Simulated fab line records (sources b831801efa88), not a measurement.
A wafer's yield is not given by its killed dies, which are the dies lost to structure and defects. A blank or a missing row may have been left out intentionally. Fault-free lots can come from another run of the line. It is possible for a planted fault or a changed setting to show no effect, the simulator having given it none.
Struck lot and sound lot, side by side    flow sky130    17 out of 708 route steps
Sound: the wafers L919.4, L919.5, L919.6. Struck: wafer L928.1. (L928.5 of the same lot was not struck and is left out.) The cause comes at the end.
For every step that has rows: the tool of each side, followed by ch and its chambers, followed by its first start. Under that, the readings that differ: sound wafers    struck wafers    difference of the means    sigmas: that difference in standard deviations of wafers without a fault.
alike: readings with means less than 2 such deviations apart, plus words and numbers identical on both sides. not compared: withheld readings, readings lacking a value on some wafer, bounds such as >300 that could conceal the same value, and numbers that have no deviation in the record and whose values overlap.
A row with sigmas, a row that says differs or no value, or rows on one side alone: a step with any of these is where the two part. Non-overlapping numbers with no deviation appear without sigmas and do not part them. A reading missing from all wafers of one side parts the sides only when that side holds two or more wafers.

first, 4 steps without rows for these wafers: SKY_FIELD_ISO_WET_ETCH_29 (etches Si3N4 in H3PO4, target depth 160 nm, time 1825 s); SKY_FIELD_ISO_WET_ETCH_30 (etches SiO2 in dHF, target depth 25 nm, time 50 s); SKY_NWELL_CLEAN_00 (cleans in SC1/SC2, time 150 s); SKY_NWELL_OXIDATION_01 (stabilise 600 s, purge 300 s, target thk 10 nm).
SKY_NWELL_THK_MEAS_02:
  sound on film metro-02 at day 3 14:40; struck on film metro-02 at day 5 16:56
  alike: NWELL_OXIDATION_THK
then, 7 steps without rows for these wafers: SKY_DNWELL_DEHYDRATE_00 (time 60 s); SKY_DNWELL_HMDS_01 (prime time 60 s); SKY_DNWELL_COAT_02 (resist thk 3000 nm); SKY_DNWELL_SOFTBAKE_03; SKY_DNWELL_EXPOSE_04 (exposes mask DNM, target cd 3000 nm); SKY_DNWELL_PEB_05; SKY_DNWELL_DEVELOP_06 (develop time 60 s).
SKY_DNWELL_IMPLANT_07:
  sound on implanter-02 ch 0, day 4 06:23; struck on implanter-03 ch 0, day 6 11:56
SKY_DNWELL_STRIP_08: strips in O2/N2.
  sound on plasma asher-01 ch 0,1, day 4 06:29; struck on plasma asher-04 ch 1, day 6 12:05
reading                 sound  struck  difference                    sigmas
rf hours counter h (h)  - - -  1       no value on the sound wafers  
  alike: drypump motor current A, oes product au, strip time to endpoint s
SKY_DNWELL_TW_MEAS_09:
  sound on film metro-02 at day 4 06:35; struck on film metro-02 at day 6 12:11
reading    sound           struck  difference  sigmas
DNWELL_TW  1108 1100 1105  1185    +81         +7
then, 1 step without rows for these wafers: SKY_PWDE_DEHYDRATE_00 (time 60 s).
-- the record jumps here: 43 days lie between the struck wafers' starts before and after (it left off in module PWDE and takes up again in module PAD_OPEN, whose first step shown is number 708 of the route) --
SKY_PAD_OPEN_PROBE_99:
  sound on prober-01 at day 47 03:46; struck on prober-02 at day 49 13:38
reading                                 sound              struck  difference  sigmas
model.etest.res deep nwell.rs ohm sq    2226 2193 2189     1897    -306        
model.etest.res deep nwell.line ohm um  730.5 728.3 729.8  636     -94         
  alike: killed_at_M0_to_M3, killed_at_M4_up, killed at contacts, killed at front end, killed at other, killed dies, killed open, killed short

== WHERE THEY PART ==
First at SKY_DNWELL_STRIP_08; last, within this record, at SKY_DNWELL_TW_MEAS_09. Later steps at which nothing parts them and some readings are alike: SKY_PAD_OPEN_PROBE_99.

WHY: what had been put in by the simulator
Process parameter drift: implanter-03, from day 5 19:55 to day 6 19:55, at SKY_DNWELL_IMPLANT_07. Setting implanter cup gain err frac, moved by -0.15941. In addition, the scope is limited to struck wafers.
